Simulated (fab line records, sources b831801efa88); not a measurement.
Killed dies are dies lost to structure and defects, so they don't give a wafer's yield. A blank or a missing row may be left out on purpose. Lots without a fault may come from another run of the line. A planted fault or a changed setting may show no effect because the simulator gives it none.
fab line records | flow sky130
record lots=24 wafers=72 last_day=50
route steps=708 shown CONTACT@429 METAL1@436 VIA2@523 METAL3@536 CAPM@550
lots that met no fault: from a run of the same line without faults
start_h: hours from the record's first day to the start of the lot's first wafer shown | wait_h: hours since the lot's step before | " the same as in the row above | L1.1+2: a row that stands for several wafers | - no value, or no start given | * or withheld: withheld | < > ~ a bound
route shown NAME@n: a module of which the file shows steps, and the number in the route of the first | usual: mean/standard deviation of fault-free wafers | same: alike in all rows | chamber/n: place in a boat | sites: the reading at each site | _std_site: their standard deviation | _edge_site: outer sites' mean less inner sites' | radius_mm: how far each site lies from the wafer's centre | mask NAME#n: copy n | behind: the tool/chamber that last shaped the wafer | hold: why the lot was held/for how many hours/how that ended | device: the transistor (n, p or np) that didn't switch | end of line: the same wafers' tests at the end of the route | a step without rows: its recipe alone | killed: dies lost to structure and defects at the first sort, not the wafer's yield | map: a wafer's dies, x killed, . not, _ none there
set.NAME: the setting as run; set.NAME@STEP: as run at that earlier step | model.NAME: the simulator's own value behind a step, which no gauge read
steps of the route over a sample of lots; a table a step, a row a wafer
services: from which hour (start_h, from the record's first day; less than 0 if before it) a tool's chamber was out of use, for how many hours, and why
## steps
# step SKY_CONTACT_SPUTTER_23
# recipe material=TiN target_thk_nm=20 chamber_pressure_pa=5 power_w=4000 time_s=80
# usual cathode_dc_power_W=4000.1/0.69 throttle_valve_pct=29.9/0.78
# columns lot.wafer tool chamber start_h wait_h cathode_dc_power_W throttle_valve_pct
L075.1 pvd_sputter-02 - 750.52 0.0 4000.0 29.1
L075.4 " - " " 3998.9 29.8
L075.6 " - " " 3998.7 29.2
L074.2 pvd_sputter-03 - 754.66 0.0 3999.7 31.6
L074.3 " - " " 3999.2 30.2
L074.5 " - " " 4000.4 30.0
L076.1 pvd_sputter-04 - 774.55 0.0 4000.2 30.8
L076.5 " - " " 4000.1 28.1
L076.6 " - " " 4001.1 30.4
L077.1 pvd_sputter-02 - 774.87 0.0 4000.7 30.0
L077.2 " - " " 3999.5 29.6
L077.4 " - " " 4001.0 29.5
L079.2 pvd_sputter-03 - 781.12 0.0 3999.7 30.0
L079.4 " - " " 3999.9 30.4
L079.5 " - " " 3999.7 30.2
L078.3 pvd_sputter-03 - 787.74 0.0 3999.1 30.2
L078.4 " - " " 4000.7 32.2
L078.6 " - " " 4000.2 30.1
L084.2 pvd_sputter-02 - 836.78 0.0 4000.1 28.9
L084.3 " - " " 4000.8 29.8
L084.6 " - " " 3999.9 29.5
L082.3 pvd_sputter-03 - 839.12 0.0 3999.8 30.4
L082.4 " - " " 4000.3 30.4
L082.5 " - " " 4000.1 30.5
L081.2 pvd_sputter-02 - 840.79 0.0 4000.3 28.6
L081.4 " - " " 4000.2 29.7
L081.6 " - " " 4000.3 29.8
L085.3 pvd_sputter-03 - 844.07 0.0 3999.8 29.9
L085.5 " - " " 4000.9 30.3
L085.6 " - " " 3999.8 30.2
L087.1 pvd_sputter-04 - 844.45 0.0 3999.5 29.3
L087.3 " - " " 4000.1 28.5
L087.5 " - " " 3999.8 30.9
L080.4 pvd_sputter-04 - 846.05 0.0 4000.2 30.4
L080.5 " - " " 3999.8 30.5
L080.6 " - " " 4000.1 30.8
L086.2 pvd_sputter-03 - 846.78 0.0 3999.5 30.2
L086.5 " - " " 3999.3 30.4
L086.6 " - " " 4000.8 30.4
L088.1 pvd_sputter-02 - 848.72 0.0 4000.0 29.7
L088.2 " - " " 3999.7 29.5
L088.3 " - " " 4000.7 29.6
L083.2 pvd_sputter-04 - 849.03 0.0 4000.1 29.3
L083.3 " - " " 3998.7 30.5
L083.5 " - " " 4000.3 29.1
L089.1 pvd_sputter-02 - 849.64 0.0 4000.5 29.8
L089.3 " - " " 3999.3 29.9
L089.6 " - " " 3999.1 29.5
L090.2 pvd_sputter-04 - 854.47 0.0 3999.2 29.2
L090.3 " - " " 4000.7 30.5
L090.5 " - " " 4000.7 30.4
L091.2 pvd_sputter-02 - 875.56 0.0 3999.6 28.7
L091.5 " - " " 4000.2 29.4
L091.6 " - " " 4000.2 29.0
L092.1 pvd_sputter-02 - 878.60 0.0 4000.0 29.6
L092.2 " - " " 4001.3 29.0
L092.5 " - " " 4001.0 29.0
L093.2 pvd_sputter-04 - 878.61 0.0 4000.1 30.8
L093.3 " - " " 4000.3 30.8
L093.4 " - " " 4001.5 28.7
L094.3 pvd_sputter-03 - 880.69 0.0 4000.6 30.1
L094.4 " - " " 3999.7 30.5
L094.5 " - " " 3999.3 32.1
L095.1 pvd_sputter-02 - 888.63 0.0 3999.0 28.9
L095.3 " - " " 3999.0 29.6
L095.5 " - " " 4001.6 30.1
L096.4 pvd_sputter-02 - 900.13 0.0 4000.2 29.8
L096.5 " - " " 3999.8 29.0
L096.6 " - " " 4000.2 29.6
L097.2 pvd_sputter-03 - 904.02 0.0 3999.3 30.1
L097.5 " - " " 4000.1 30.2
L097.6 " - " " 4000.6 30.2
# step SKY_METAL1_SPUTTER_02
# recipe material=AlCu target_thk_nm=250 power_w=10600 time_s=13.3 chamber_pressure_pa=0.4
# usual cathode_dc_power_W=10600/1.9 throttle_valve_pct=29.5/0.89
# columns lot.wafer tool chamber start_h wait_h cathode_dc_power_W throttle_valve_pct
L075.1 pvd_sputter-01 - 751.33 0.0 10600 28.8
L075.4 " - " " 10599 30.5
L075.6 " - " " 10599 28.7
L074.2 pvd_sputter-04 - 755.36 0.0 10601 30.7
L074.3 " - " " 10601 30.7
L074.5 " - " " 10602 30.8
L076.1 pvd_sputter-04 - 775.25 0.0 10599 30.5
L076.5 " - " " 10603 28.4
L076.6 " - " " 10602 29.3
L077.1 pvd_sputter-01 - 775.57 0.0 10600 30.4
L077.2 " - " " 10600 28.5
L077.4 " - " " 10600 28.6
L079.2 pvd_sputter-01 - 781.82 0.0 10603 28.8
L079.4 " - " " 10603 30.1
L079.5 " - " " 10599 28.5
L078.3 pvd_sputter-04 - 788.44 0.0 10599 30.6
L078.4 " - " " 10602 30.9
L078.6 " - " " 10602 29.3
L084.2 pvd_sputter-01 - 837.48 0.0 10599 28.6
L084.3 " - " " 10600 30.4
L084.6 " - " " 10597 30.4
L082.3 pvd_sputter-04 - 839.82 0.0 10601 30.5
L082.4 " - " " 10600 31.0
L082.5 " - " " 10599 30.6
L081.2 pvd_sputter-01 - 841.49 0.0 10598 28.6
L081.4 " - " " 10601 28.6
L081.6 " - " " 10600 30.3
L085.3 pvd_sputter-02 - 844.77 0.0 10602 29.3
L085.5 " - " " 10604 30.1
L085.6 " - " " 10601 29.8
L087.1 pvd_sputter-01 - 845.15 0.0 10600 28.7
L087.3 " - " " 10599 29.0
L087.5 " - " " 10600 28.8
L080.4 pvd_sputter-02 - 846.75 0.0 10600 30.1
L080.5 " - " " 10601 29.5
L080.6 " - " " 10599 29.9
L086.2 pvd_sputter-04 - 847.48 0.0 10601 29.4
L086.5 " - " " 10602 28.6
L086.6 " - " " 10604 30.6
L088.1 pvd_sputter-04 - 849.42 0.0 10601 31.1
L088.2 " - " " 10603 30.9
L088.3 " - " " 10599 28.6
L083.2 pvd_sputter-04 - 849.73 0.0 10598 30.8
L083.3 " - " " 10599 29.2
L083.5 " - " " 10602 30.8
L089.1 pvd_sputter-02 - 850.34 0.0 10599 29.6
L089.3 " - " " 10601 29.1
L089.6 " - " " 10601 29.1
L090.2 pvd_sputter-01 - 855.17 0.0 10597 28.8
L090.3 " - " " 10597 28.4
L090.5 " - " " 10598 30.1
L091.2 pvd_sputter-04 - 876.26 0.0 10599 28.4
L091.5 " - " " 10595 29.0
L091.6 " - " " 10601 30.8
L092.1 pvd_sputter-02 - 879.53 0.0 10599 28.9
L092.2 " - " " 10602 29.9
L092.5 " - " " 10602 29.0
L093.2 pvd_sputter-01 - 879.54 0.0 10605 30.3
L093.3 " - " " 10599 28.4
L093.4 " - " " 10600 28.5
L094.3 pvd_sputter-04 - 881.39 0.0 10602 29.1
L094.4 " - " " 10600 28.3
L094.5 " - " " 10602 28.6
L095.1 pvd_sputter-04 - 889.33 0.0 10599 30.8
L095.3 " - " " 10603 29.2
L095.5 " - " " 10596 29.5
L096.4 pvd_sputter-04 - 900.83 0.0 10603 30.7
L096.5 " - " " 10601 28.5
L096.6 " - " " 10598 29.5
L097.2 pvd_sputter-01 - 904.72 0.0 10601 28.7
L097.5 " - " " 10598 30.6
L097.6 " - " " 10600 28.6
# step SKY_VIA2_STRIP_16
# recipe chemistry=O2/N2 power_w=1400 pressure_mtorr=1500 platen_temp_c=withheld o2_flow_sccm=3000 n2_flow_sccm=300 overash_fraction=0.5
# usual drypump_motor_current_A=5.7/0.42 o2_flow_sccm=3000/10 oes_product_au=0.398/0.0052 strip_time_to_endpoint_s=4.04/0.037
# columns lot.wafer tool chamber start_h wait_h drypump_motor_current_A o2_flow_sccm oes_product_au rf_hours_counter_h strip_time_to_endpoint_s
L075.1 plasma_asher-01 0 859.31 0.0 5.7 2978 0.398 43 4.06
L075.4 " 0 " " 5.6 2990 0.394 - 4.02
L075.6 " 0 " " 5.7 2980 0.394 - 4.04
L074.2 plasma_asher-03 1 865.16 0.0 5.7 3008 0.410 76 4.10
L074.3 " 1 " " 5.7 3010 0.396 - 4.08
L074.5 " 1 " " 5.7 3019 0.402 - 3.98
L076.1 plasma_asher-02 0 884.41 0.0 5.2 2990 0.393 14 4.06
L076.5 " 0 " " 5.2 2991 0.408 - 4.08
L076.6 " 1 " " 4.7 3003 0.391 - 4.04
L077.1 plasma_asher-01 1 885.06 0.0 6.0 2995 0.398 45 4.07
L077.2 " 0 " " 5.6 2999 0.391 45 4.06
L077.4 " 1 " " 6.0 2993 0.396 - 3.99
L079.2 plasma_asher-03 0 888.71 0.0 6.2 2982 0.397 79 3.95
L079.4 " 0 " " 6.1 2995 0.400 - 4.02
L079.5 " 1 " " 5.6 3001 0.403 - 3.96
L078.3 plasma_asher-02 0 898.25 0.1 5.2 3007 0.405 - 4.07
L078.4 " 1 " " 4.7 3007 0.397 - 4.01
L078.6 " 1 " " 4.7 2991 0.393 - 4.00
L084.2 plasma_asher-01 0 941.36 0.0 5.7 3004 0.399 50 4.04
L084.3 " 1 " " 6.1 2992 0.404 - 4.06
L084.6 " 1 " " 6.1 3001 0.403 - 4.00
L082.3 plasma_asher-01 1 945.14 0.1 6.1 2993 0.403 - 4.08
L082.4 " 0 " " 5.6 3004 0.399 - 4.04
L082.5 " 1 " " 6.0 2994 0.404 - 4.05
L081.2 plasma_asher-01 0 947.91 0.0 5.6 2988 0.389 50 4.03
L081.4 " 1 " " 6.0 2987 0.401 - 4.06
L081.6 " 1 " " 6.0 2993 0.398 - 4.03
L085.3 plasma_asher-03 0 950.79 0.1 6.1 2995 0.403 - 4.03
L085.5 " 0 " " 6.2 2981 0.397 - 4.02
L085.6 " 1 " " 5.6 2997 0.395 - 4.09
L087.1 plasma_asher-01 1 951.71 0.0 6.1 3010 0.389 51 4.00
L087.3 " 0 " " 5.7 2996 0.403 - 4.08
L087.5 " 1 " " 6.0 3008 0.397 - 4.01
L080.4 plasma_asher-03 1 952.20 0.1 5.6 2994 0.400 - 3.98
L080.5 " 1 " " 5.7 3000 0.395 - 4.06
L080.6 " 0 " " 6.1 2998 0.403 - 4.09
L086.2 plasma_asher-01 0 953.35 0.0 5.6 3000 0.403 51 4.06
L086.5 " 1 " " 6.0 3009 0.400 - 4.12
L086.6 " 0 " " 5.6 2998 0.393 - 4.00
L088.1 plasma_asher-01 0 954.30 0.0 5.6 3008 0.394 51 4.03
L088.2 " 1 " " 6.0 3005 0.396 51 4.02
L088.3 " 1 " " 6.0 2996 0.406 - 4.10
L083.2 plasma_asher-03 0 955.30 0.0 6.1 3013 0.394 86 4.04
L083.3 " 0 " " 6.1 2994 0.403 - 4.07
L083.5 " 1 " " 5.7 2993 0.399 - 4.10
L089.1 plasma_asher-02 0 955.76 0.0 5.2 3001 0.395 20 4.06
L089.3 " 1 " " 4.7 2987 0.394 - 4.00
L089.6 " 0 " " 5.2 2995 0.395 - 4.06
L090.2 plasma_asher-02 0 960.65 0.0 5.2 2999 0.406 21 4.09
L090.3 " 1 " " 4.7 2987 0.401 - 4.00
L090.5 " 1 " " 4.7 2990 0.406 - 4.06
L091.2 plasma_asher-01 0 978.71 0.0 5.6 3014 0.406 54 4.05
L091.5 " 0 " " 5.6 3022 0.406 - 4.07
L091.6 " 1 " " 6.0 3007 0.403 - 4.00
L092.1 plasma_asher-03 1 982.71 0.0 5.6 2998 0.405 89 4.11
L092.2 " 0 " " 6.2 3006 0.403 89 4.07
L092.5 " 1 " " 5.6 3004 0.395 - 4.09
L093.2 plasma_asher-01 0 983.31 0.0 5.6 2997 0.396 54 4.04
L093.3 " 1 " " 6.0 2984 0.404 - 4.07
L093.4 " 0 " " 5.6 2992 0.390 - 4.02
L094.3 plasma_asher-02 1 983.69 0.1 4.7 2994 0.393 - 4.01
L094.4 " 0 " " 5.2 3007 0.399 - 4.04
L094.5 " 0 " " 5.2 2994 0.384 - 4.05
L095.1 plasma_asher-01 1 990.56 0.0 6.0 3014 0.388 55 4.04
L095.3 " 1 " " 6.0 3009 0.397 - 4.02
L095.5 " 0 " " 5.6 3010 0.406 - 4.04
L096.4 plasma_asher-03 1 1002.59 0.1 5.7 3012 0.398 - 4.01
L096.5 " 1 " " 5.6 3005 0.393 - 4.05
L096.6 " 0 " " 6.1 2980 0.396 - 4.00
L097.2 plasma_asher-03 0 1007.31 0.0 6.1 3023 0.397 91 4.01
L097.5 " 0 " " 6.1 3022 0.386 - 4.00
L097.6 " 1 " " 5.7 3008 0.403 - 4.02
# step SKY_VIA2_CMP_24
# recipe stop_on=SiO2 t_overpolish_s=20 down_force_psi=3.5 platen_rpm=60 target_thk_nm=0 pad_velocity_m_s=0.94248
# usual motor_current_A=10.5/1 overpolish_run_s=20.000/0.0082 time_to_endpoint_s=101/4.5
# columns lot.wafer tool chamber start_h wait_h motor_current_A overpolish_run_s time_to_endpoint_s
L075.4 cmp-02 3 860.39 0.1 9.1 20.010 102
L075.1 " 2 " " 11.4 19.999 110
L075.6 " 0 " " 9.7 20.006 99
L074.2 cmp-02 3 866.18 0.1 8.2 19.985 102
L074.3 " 0 " " 9.7 20.007 106
L074.5 " 3 " " 8.6 19.987 105
L076.1 cmp-01 2 885.50 0.1 11.5 19.989 100
L076.6 " 0 " " 10.3 20.000 105
L076.5 " 1 " " 11.0 20.013 95
L077.4 cmp-02 3 886.05 0.0 8.9 20.003 99
L077.2 " 0 " " 10.7 20.002 99
L077.1 " 1 " " 11.6 19.984 108
L079.4 cmp-01 0 889.67 0.0 11.1 20.000 105
L079.2 " 1 " " 10.9 19.994 95
L079.5 " 0 " " 11.1 19.994 97
L078.4 cmp-02 0 899.18 0.0 10.7 20.011 100
L078.3 " 3 " " 8.8 20.002 96
L078.6 " 1 " " 11.5 19.990 102
L084.3 cmp-02 0 942.36 0.0 10.3 19.997 100
L084.2 " 3 " " 8.3 20.001 102
L084.6 " 0 " " 10.0 20.008 103
L082.3 cmp-01 2 946.17 0.1 10.7 20.003 100
L082.4 " 3 " " 9.8 20.005 89
L082.5 " 1 " " 10.9 19.991 94
L081.4 cmp-02 2 948.93 0.0 11.1 19.987 101
L081.2 " 3 " " 8.8 20.015 103
L081.6 " 3 " " 8.8 20.002 102
L085.3 cmp-01 2 951.72 0.0 10.8 20.005 99
L085.6 " 2 " " 11.3 19.990 100
L085.5 " 3 " " 10.0 20.001 93
L087.1 cmp-02 2 952.75 0.1 11.2 19.991 101
L087.3 " 0 " " 10.3 20.007 103
L087.5 " 2 " " 10.5 19.997 105
L080.4 cmp-02 1 953.29 0.2 11.5 20.002 109
L080.5 " 2 " " 12.1 20.004 101
L080.6 " 3 " " 8.2 20.006 97
L086.2 cmp-01 0 954.41 0.1 10.6 20.011 103
L086.6 " 2 " " 11.4 19.998 98
L086.5 " 3 " " 9.7 20.008 88
L088.1 cmp-02 3 955.26 0.1 8.5 19.984 101
L088.2 " 0 " " 9.8 20.001 104
L088.3 " 1 " " 11.9 20.016 107
L083.3 cmp-01 1 956.26 0.0 11.2 19.988 97
L083.2 " 0 " " 10.7 19.999 110
L083.5 " 1 " " 10.4 19.991 97
L089.3 cmp-02 0 957.08 0.2 10.3 20.003 106
L089.1 " 2 " " 10.6 20.005 101
L089.6 " 0 " " 10.0 19.993 104
L090.2 cmp-01 3 961.75 0.1 10.5 19.992 93
L090.3 " 0 " " 10.8 19.997 105
L090.5 " 1 " " 10.6 20.008 96
L091.2 cmp-02 3 980.04 0.1 8.1 20.006 99
L091.5 " 3 " " 8.6 19.987 99
L091.6 " 0 " " 10.1 19.997 99
L092.1 cmp-01 1 983.73 0.1 10.4 20.006 100
L092.2 " 2 " " 11.7 20.002 105
L092.5 " 0 " " 11.1 19.996 110
L093.4 cmp-01 1 984.33 0.1 10.3 20.004 94
L093.2 " 2 " " 12.0 20.010 105
L093.3 " 3 " " 9.8 20.003 94
L094.4 cmp-02 1 984.68 0.1 12.0 19.997 101
L094.3 " 3 " " 8.5 20.001 96
L094.5 " 1 " " 11.5 20.003 102
L095.1 cmp-01 3 991.66 0.1 9.7 20.011 93
L095.3 " 0 " " 10.6 20.004 108
L095.5 " 1 " " 11.1 20.003 98
L096.4 cmp-02 2 1003.67 0.2 11.4 19.992 101
L096.6 " 3 " " 9.3 19.992 103
L096.5 " 0 " " 9.6 20.006 104
L097.2 cmp-02 0 1008.43 0.2 9.9 19.993 106
L097.6 " 1 " " 11.8 20.008 106
L097.5 " 2 " " 11.0 20.014 104
# step SKY_METAL3_SPUTTER_04
# recipe material=TiN target_thk_nm=70 power_w=6500 time_s=58.3 chamber_pressure_pa=0.4
# usual cathode_dc_power_W=6500.0/1.1 throttle_valve_pct=29.3/0.76
# columns lot.wafer tool chamber start_h wait_h cathode_dc_power_W throttle_valve_pct
L075.1 pvd_sputter-04 - 860.79 0.0 6502.6 28.3
L075.4 " - " " 6499.3 30.7
L075.6 " - " " 6499.4 29.1
L074.2 pvd_sputter-01 - 866.53 0.0 6501.3 30.4
L074.3 " - " " 6500.4 28.3
L074.5 " - " " 6499.8 28.5
L076.1 pvd_sputter-01 - 885.81 0.0 6501.8 28.2
L076.5 " - " " 6498.2 28.6
L076.6 " - " " 6499.7 28.5
L077.1 pvd_sputter-04 - 886.46 0.0 6498.8 29.3
L077.2 " - " " 6499.0 30.7
L077.4 " - " " 6499.8 28.7
L079.2 pvd_sputter-01 - 890.07 0.0 6500.5 28.6
L079.4 " - " " 6501.6 28.8
L079.5 " - " " 6501.2 30.2
L078.3 pvd_sputter-02 - 899.58 0.0 6500.1 29.9
L078.4 " - " " 6499.3 28.8
L078.6 " - " " 6498.9 28.8
L084.2 pvd_sputter-01 - 942.76 0.0 6497.7 28.6
L084.3 " - " " 6499.9 28.8
L084.6 " - " " 6499.5 28.7
L082.3 pvd_sputter-04 - 946.48 0.0 6500.2 30.5
L082.4 " - " " 6499.5 30.5
L082.5 " - " " 6498.1 28.4
L081.2 pvd_sputter-01 - 949.34 0.0 6499.8 28.7
L081.4 " - " " 6500.4 28.5
L081.6 " - " " 6501.6 28.8
L085.3 pvd_sputter-02 - 952.13 0.0 6500.0 29.6
L085.5 " - " " 6500.2 29.5
L085.6 " - " " 6498.6 29.7
L087.1 pvd_sputter-01 - 953.10 0.0 6501.2 30.4
L087.3 " - " " 6497.4 28.3
L087.5 " - " " 6502.3 28.5
L080.4 pvd_sputter-02 - 953.54 0.0 6500.6 28.9
L080.5 " - " " 6499.4 29.3
L080.6 " - " " 6502.0 29.6
L086.2 pvd_sputter-04 - 954.71 0.0 6500.1 28.3
L086.5 " - " " 6498.1 28.3
L086.6 " - " " 6500.1 29.3
L088.1 pvd_sputter-04 - 955.66 0.0 6499.2 30.7
L088.2 " - " " 6498.7 28.4
L088.3 " - " " 6501.0 30.5
L083.2 pvd_sputter-04 - 956.66 0.0 6499.5 30.6
L083.3 " - " " 6500.0 30.7
L083.5 " - " " 6498.7 28.6
L089.1 pvd_sputter-02 - 957.43 0.0 6500.3 29.7
L089.3 " - " " 6500.1 29.6
L089.6 " - " " 6499.9 29.3
L090.2 pvd_sputter-01 - 962.05 0.0 6500.3 28.7
L090.3 " - " " 6499.8 30.1
L090.5 " - " " 6497.0 28.6
L091.2 pvd_sputter-02 - 980.44 0.0 6499.2 28.9
L091.5 " - " " 6501.0 30.1
L091.6 " - " " 6499.5 29.6
L092.1 pvd_sputter-02 - 984.08 0.0 6499.3 29.5
L092.2 " - " " 6498.7 29.9
L092.5 " - " " 6499.7 29.6
L093.2 pvd_sputter-02 - 984.68 0.0 6499.7 29.9
L093.3 " - " " 6499.2 29.6
L093.4 " - " " 6500.2 29.4
L094.3 pvd_sputter-04 - 985.03 0.0 6500.3 29.4
L094.4 " - " " 6499.2 28.5
L094.5 " - " " 6501.0 28.3
L095.1 pvd_sputter-01 - 991.96 0.0 6500.9 28.8
L095.3 " - " " 6499.4 28.9
L095.5 " - " " 6500.3 28.9
L096.4 pvd_sputter-02 - 1003.93 0.0 6499.3 29.4
L096.5 " - " " 6500.7 29.6
L096.6 " - " " 6498.5 29.7
L097.2 pvd_sputter-04 - 1008.69 0.0 6500.2 29.4
L097.5 " - " " 6501.8 29.0
L097.6 " - " " 6500.1 28.7
# step SKY_CAPM_METAL_ETCH_13
# recipe target_depth_nm=220 stop_on=SiO2 chemistry=Cl2/BCl3 target=TiN pressure_mtorr=10 icp_w=900 bias_w=48.5 Cl2_flow_sccm=60 bcl3_flow_sccm=30 time_s=62.9
# usual drypump_motor_current_A=6.0/0.48 oes_product_au=0.940/0.01 throttle_valve_pct=21.902/0.011
# columns lot.wafer tool chamber start_h wait_h drypump_motor_current_A oes_product_au rf_hours_counter_h throttle_valve_pct
L075.1 rie_metal-01 1 886.84 0.0 5.7 0.924 14 21.921
L075.4 " 0 " " 6.4 0.927 - 21.924
L075.6 " 1 " " 5.7 0.944 - 21.901
L074.2 rie_metal-04 0 892.38 0.0 6.3 0.930 - 21.911
L074.3 " 0 " " 6.3 0.923 - 21.906
L074.5 " 0 " " 6.3 0.949 - 21.899
L076.1 rie_metal-04 0 910.17 0.0 6.3 0.942 15 21.888
L076.5 " 0 " " 6.3 0.936 - 21.905
L076.6 " 1 " " 6.5 0.940 - 21.905
L077.1 rie_metal-03 0 911.27 0.0 6.2 0.918 1 21.921
L077.2 " 1 " " 5.1 0.929 13 21.905
L077.4 " 0 " " 6.2 0.935 - 21.923
L079.2 rie_metal-01 0 914.67 0.0 6.3 0.942 11 21.912
L079.4 " 0 " " 6.4 0.954 - 21.896
L079.5 " 1 " " 5.7 0.955 - 21.891
L078.3 rie_metal-03 1 924.86 0.0 5.1 0.948 - 21.905
L078.4 " 0 " " 6.3 0.931 - 21.912
L078.6 " 0 " " 6.3 0.946 - 21.887
L084.2 rie_metal-03 0 966.78 0.0 6.2 0.936 - 21.905
L084.3 " 0 " " 6.2 0.937 - 21.902
L084.6 " 0 " " 6.2 0.926 - 21.918
L082.3 rie_metal-01 0 970.63 0.0 6.3 0.952 - 21.894
L082.4 " 1 " " 5.8 0.956 - 21.895
L082.5 " 1 " " 5.8 0.956 - 21.901
L081.2 rie_metal-04 1 973.81 0.0 6.5 0.952 17 21.894
L081.4 " 1 " " 6.5 0.952 - 21.884
L081.6 " 0 " " 6.3 0.948 - 21.879
L085.3 rie_metal-03 0 975.71 0.1 6.2 0.933 - 21.914
L085.5 " 0 " " 6.2 0.927 - 21.915
L085.6 " 0 " " 6.2 0.940 - 21.907
L087.1 rie_metal-04 0 976.42 0.0 6.3 0.924 19 21.907
L087.3 " 1 " " 6.5 0.952 - 21.903
L087.5 " 0 " " 6.3 0.936 - 21.890
L080.4 rie_metal-01 0 976.93 0.0 6.4 0.949 - 21.889
L080.5 " 1 " " 5.7 0.943 - 21.893
L080.6 " 0 " " 6.4 0.945 - 21.887
L086.2 rie_metal-04 1 978.66 0.0 6.5 0.945 17 21.896
L086.5 " 0 " " 6.3 0.937 - 21.903
L086.6 " 1 " " 6.5 0.944 - 21.883
L088.1 rie_metal-01 1 979.12 0.0 5.7 0.922 18 21.929
L088.2 " 0 " " 6.4 0.936 14 21.896
L088.3 " 0 " " 6.4 0.948 - 21.897
L083.2 rie_metal-04 0 980.34 0.0 6.3 0.939 19 21.910
L083.3 " 0 " " 6.4 0.934 - 21.910
L083.5 " 0 " " 6.3 0.939 - 21.911
L089.1 rie_metal-03 0 981.22 0.0 6.3 0.940 5 21.898
L089.3 " 1 " " 5.1 0.953 - 21.885
L089.6 " 0 " " 6.3 0.937 - 21.900
L090.2 rie_metal-03 0 985.91 0.0 6.2 0.927 5 21.912
L090.3 " 0 " " 6.2 0.935 - 21.916
L090.5 " 1 " " 5.1 0.927 - 21.915
L091.2 rie_metal-01 1 1004.66 0.0 5.8 0.950 20 21.883
L091.5 " 0 " " 6.4 0.923 - 21.922
L091.6 " 1 " " 5.7 0.946 - 21.905
L092.1 rie_metal-03 0 1007.86 0.0 6.2 0.927 6 21.905
L092.2 " 1 " " 5.1 0.947 17 21.905
L092.5 " 1 " " 5.1 0.944 - 21.915
L093.2 rie_metal-01 1 1008.54 0.0 5.7 0.929 20 21.929
L093.3 " 1 " " 5.7 0.951 - 21.909
L093.4 " 0 " " 6.4 0.946 - 21.900
L094.3 rie_metal-03 0 1009.93 0.0 6.2 0.941 - 21.907
L094.4 " 1 " " 5.1 0.939 - 21.898
L094.5 " 0 " " 6.3 0.956 - 21.903
L095.1 rie_metal-03 0 1015.74 0.0 6.3 0.952 7 21.908
L095.3 " 0 " " 6.2 0.947 - 21.908
L095.5 " 1 " " 5.1 0.953 - 21.908
L096.4 rie_metal-04 1 1027.50 0.1 6.5 0.920 - 21.913
L096.5 " 1 " " 6.5 0.923 - 21.918
L096.6 " 1 " " 6.5 0.934 - 21.898
L097.2 rie_metal-03 1 1032.46 0.0 5.1 0.954 18 21.881
L097.5 " 1 " " 5.1 0.951 - 21.895
L097.6 " 0 " " 6.2 0.956 - 21.887
## services
# columns tool chamber start_h hours kind
cmp-01 - 744.19 4.0 pm
pvd_sputter-04 - 751.19 0.6 repair
cmp-01 - 768.06 1.1 repair
cmp-02 - 769.29 6.0 pm
cmp-02 - 779.28 1.5 repair
pvd_sputter-02 - 821.41 2.0 repair
pvd_sputter-02 - 821.73 11.6 repair
pvd_sputter-02 - 822.40 1.7 repair
rie_metal-03 - 837.12 0.4 repair
rie_metal-03 1 840.36 15.6 repair
cmp-01 - 858.31 3.7 repair
rie_metal-03 - 861.10 0.4 repair
cmp-01 - 862.04 4.6 pm
cmp-02 - 867.57 0.9 repair
pvd_sputter-02 - 869.93 4.5 repair
plasma_asher-01 - 885.88 12.9 repair
pvd_sputter-02 - 901.96 2.5 repair
cmp-02 - 912.00 4.0 pm
pvd_sputter-04 - 950.12 4.0 repair
cmp-02 - 969.77 1.9 repair
cmp-02 - 971.05 1.2 repair
pvd_sputter-04 - 974.44 1.5 repair
pvd_sputter-02 - 990.80 6.4 repair
pvd_sputter-04 - 993.63 3.3 repair
## key
fault none
